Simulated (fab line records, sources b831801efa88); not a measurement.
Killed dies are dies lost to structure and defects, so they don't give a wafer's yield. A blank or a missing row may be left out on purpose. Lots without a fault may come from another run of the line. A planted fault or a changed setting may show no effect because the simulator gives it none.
One fault seen from 2 desks | flow gf180mcu | each desk has only its own numbers; what lay behind them comes last

THE METROLOGY DESK
What the gauges read, lot by lot, whatever tool the lot ran on: means of the sampled wafers that have a number. A lot is out of limits, marked OUT, if its mean lies more than 4 standard deviations from the usual mean; the brackets give that distance.
Columns: A = DUAL_GATE_OXIDATION_00_THK at GF_DUAL_GATE_THK_MEAS_03, usual 11.03 nm; B = V2_W_RS at GF_V2_RS_MEAS_24, usual 0.327 ohm/sq; C = M3_ALCU_THK at GF_M3_THK_MEAS_06, usual 443 nm
lot  | first seen here | A                | B     | C
L309 | day 7 16:40     | 11.05            | 0.327 | 442
L310 | day 7 19:29     | 10.90            | 0.330 | 445
L311 | day 8 08:24     | 10.88            | 0.328 | 438
L312 | day 8 22:31     | 11.30            | 0.325 | 450
L314 | day 9 08:43     | 10.20 (-4.1) OUT | 0.324 | 439
L315 | day 9 12:25     | 10.07 (-4.8) OUT | 0.327 | 441
L316 | day 10 03:31    | 10.09 (-4.7) OUT | 0.322 | 446
L326 | day 12 13:07    | 11.00            | 0.328 | 444
L328 | day 13 02:05    | 11.05            | 0.324 | 437
L329 | day 13 07:20    | 10.82            | 0.331 | 446
L330 | day 13 11:52    | 11.01            | 0.325 | 438
L331 | day 13 20:36    | 11.15            | 0.323 | 446
L332 | day 14 02:42    | 10.68            | 0.328 | 440
This desk's finding: out of limits on L314, L315, L316; first on L314, day 9 08:43 (DUAL_GATE_OXIDATION_00_THK at GF_DUAL_GATE_THK_MEAS_03). In limits: L309, L310, L311, L312, L326, L328, L329, L330, L331, L332.

THE TOOL OWNER'S DESK: furnace-02
The tool's own readings at GF_DUAL_GATE_OXIDATION_02 (stabilise 600 s, purge 300 s, target thk 10.887 nm): means of the sampled wafers that have a number, for each lot that ran on this tool. A lot is out of limits, marked OUT, if its mean lies more than 4 standard deviations from the usual mean; the brackets give that distance.
Columns: A = spike_tc_bottom_C at GF_DUAL_GATE_OXIDATION_02, usual 918.2 C; B = spike_tc_centre_C at GF_DUAL_GATE_OXIDATION_02, usual 900.9 C; C = spike_tc_lower_C at GF_DUAL_GATE_OXIDATION_02, usual 899.6 C; D = spike_tc_upper_C at GF_DUAL_GATE_OXIDATION_02, usual 900.0 C; E = tube_center_temp_C at GF_DUAL_GATE_OXIDATION_02, usual 899.99 C; F = tube_center_temp_C_max at GF_DUAL_GATE_OXIDATION_02, usual 902.3
lot  | first seen here | A     | B                | C                | D                | E                | F
L309 | day 7 15:12     | 916.1 | 901.4            | 897.9            | 900.1            | 900.07           | 902.1
L310 | day 7 18:02     | 917.1 | 901.0            | 899.1            | 899.3            | 900.04           | 902.2
L311 | day 8 06:57     | 916.8 | 902.4            | 899.2            | 899.6            | 899.93           | 902.4
L314 | day 9 07:16     | 908.6 | 892.4 (-7.7) OUT | 890.3 (-6.2) OUT | 892.0 (-8.0) OUT | 891.98 (-93) OUT | 894.2 (-24) OUT
L315 | day 9 10:57     | 908.7 | 893.2 (-7.0) OUT | 890.2 (-6.2) OUT | 892.8 (-7.2) OUT | 891.94 (-94) OUT | 894.4 (-23) OUT
L316 | day 10 02:03    | 909.0 | 894.0 (-6.3) OUT | 891.2 (-5.6) OUT | 892.4 (-7.6) OUT | 891.97 (-93) OUT | 894.3 (-24) OUT
L326 | day 12 11:40    | 915.5 | 902.1            | 898.9            | 901.0            | 899.99           | 902.0
L329 | day 13 05:52    | 916.8 | 900.8            | 899.4            | 900.8            | 900.02           | 902.3
L330 | day 13 10:25    | 916.1 | 902.3            | 899.4            | 900.1            | 900.01           | 902.5
L332 | day 14 01:14    | 915.5 | 900.6            | 899.1            | 899.7            | 899.98           | 902.3
This desk's finding: out of limits on L314, L315, L316; first on L314, day 9 07:16 (spike_tc_centre_C at GF_DUAL_GATE_OXIDATION_02). In limits: L309, L310, L311, L326, L329, L330, L332.

PUT TOGETHER
The tool owner's desk could have raised an alarm at day 9 07:16, on L314, L315, L316.
The metrology desk could have raised an alarm at day 9 08:43, on L314, L315, L316.
Of the lots named, all ran GF_DUAL_GATE_OXIDATION_02 on furnace-02.

WHAT THE SIMULATOR HAD PUT IN
Process parameter drift: furnace-02, from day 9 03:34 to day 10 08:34, at GF_DUAL_GATE_OXIDATION_02. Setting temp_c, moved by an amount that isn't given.
Lots struck among those shown: L314, L315, L316.
Hours from the fault's start to each desk's first reading out of limits: the tool owner's desk, 4; the metrology desk, 5.
